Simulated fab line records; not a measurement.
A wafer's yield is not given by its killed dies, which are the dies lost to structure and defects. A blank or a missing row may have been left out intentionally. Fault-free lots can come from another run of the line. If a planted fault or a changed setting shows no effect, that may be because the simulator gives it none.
Matching of chambers + flow gf180mcu + 3 sister chambers for GF_MIM_CVD_05 on pecvd-01
The step deposits Si3N4, target thk 42 nm, time 29.086 s. 3 wafers are shown with their chamber, then 9 later ones without.

WAFERS WITH THEIR CHAMBER
| wafer  | chamber | heater power w (W) |
|--------|---------|--------------------|
| L092.1 | 0       | 630                |
| L092.2 | 2       | 635                |
| L092.3 | 1       | 762                |

WAFERS WHOSE CHAMBER IS MISSING
| wafer  | heater power w (W) |
|--------|--------------------|
| L092.4 | 758                |
| L092.5 | 620                |
| L092.6 | 630                |
| L095.1 | 722                |
| L095.3 | 726                |
| L095.4 | 663                |
| L097.2 | 660                |
| L097.3 | 758                |
| L097.6 | 644                |

WHICH CHAMBER EACH WENT THROUGH
| wafer  | from the rows above     | in truth                   |
|--------|-------------------------|----------------------------|
| L092.4 | 1                       | 1                          |
| L092.5 | can't be placed: 0 or 2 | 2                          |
| L092.6 | can't be placed: 0 or 2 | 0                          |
| L095.1 | 1                       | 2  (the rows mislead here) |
| L095.3 | 1                       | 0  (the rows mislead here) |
| L095.4 | can't be placed: 2 or 0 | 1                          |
| L097.2 | can't be placed: 2 or 0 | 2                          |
| L097.3 | 1                       | 1                          |
| L097.6 | can't be placed: 2 or 0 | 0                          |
Correct placement for 2 of the 9. Not placeable from these rows: 5 (in 4, the candidates include the true chamber). Number placed wrongly: 2.
How it was worked out, from the rows above alone: a wafer's distance from a chamber is the root of the sum, over the readings, of the square of ((its reading less the chamber's mean) divided by the reading's scatter). If the next closest chamber is less than 2 further off than the closest, the wafer can't be placed; otherwise it belongs to the closest. A chamber's mean is the mean of its shown wafers. The scatter: with one shown wafer a chamber, the root of the mean of the squares of how far each hidden wafer lies from its nearest shown one.
